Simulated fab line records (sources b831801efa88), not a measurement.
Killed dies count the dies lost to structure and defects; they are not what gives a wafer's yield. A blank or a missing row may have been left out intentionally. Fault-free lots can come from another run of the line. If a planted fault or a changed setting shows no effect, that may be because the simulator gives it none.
Chamber matching + flow gf180mcu + 4 sister chambers for GF_STI_ETCH_14 on rie si-02
The step etches Si in HBr/Cl2/O2, target depth 360 nm, time 102.9 s. 8 wafers are shown with their chamber, then 8 later ones without.

## WAFERS PAIRED WITH THEIR CHAMBERS
| wafer  | chamber | drypump motor current A (A) | oes product au (a.u.) |
|--------|---------|-----------------------------|-----------------------|
| L249.6 | 3       | 6.4                         | 1.016                 |
| L252.4 | 3       | 6.5                         | 0.998                 |
| L254.2 | 2       | 5.1                         | 0.998                 |
| L254.4 | 0       | 5.5                         | 0.992                 |
| L257.2 | 2       | 5.1                         | 1.003                 |
| L257.3 | 0       | 5.5                         | 1.000                 |
| L257.5 | 1       | 5.8                         | 1.000                 |
| L260.2 | 1       | 5.8                         | 0.999                 |

## WAFERS WHOSE CHAMBER IS MISSING
| wafer  | drypump motor current A (A) | oes product au (a.u.) |
|--------|-----------------------------|-----------------------|
| L260.4 | 6.4                         | 1.002                 |
| L260.5 | 5.1                         | 0.997                 |
| L262.1 | 5.5                         | 0.997                 |
| L262.2 | 5.1                         | 0.994                 |
| L262.5 | 5.5                         | 0.993                 |
| L269.4 | 6.4                         | 1.014                 |
| L269.5 | 6.4                         | 1.020                 |
| L269.6 | 5.2                         | 1.000                 |

## CHAMBER TAKEN BY EACH
| wafer  | from the rows above | in truth |
|--------|---------------------|----------|
| L260.4 | 3                   | 3        |
| L260.5 | 2                   | 2        |
| L262.1 | 0                   | 0        |
| L262.2 | 2                   | 2        |
| L262.5 | 0                   | 0        |
| L269.4 | 3                   | 3        |
| L269.5 | 3                   | 3        |
| L269.6 | 2                   | 2        |
Correct placement for 8 of the 8. Not placeable from these rows: 0. Placed wrongly: 0.
How it was worked out, from the rows above alone: a wafer's distance from a chamber is the root of the sum, over the readings, of the square of ((its reading less the chamber's mean) divided by the reading's scatter). The wafer belongs to the nearest chamber; if the next one is less than 2 further off, it can't be placed. For every chamber, the mean is computed from those of its wafers that are shown. How the scatter is found: for the shown wafers, subtract from each reading the mean of its chamber, square and add these, divide the total by (wafers less chambers), then take the root.
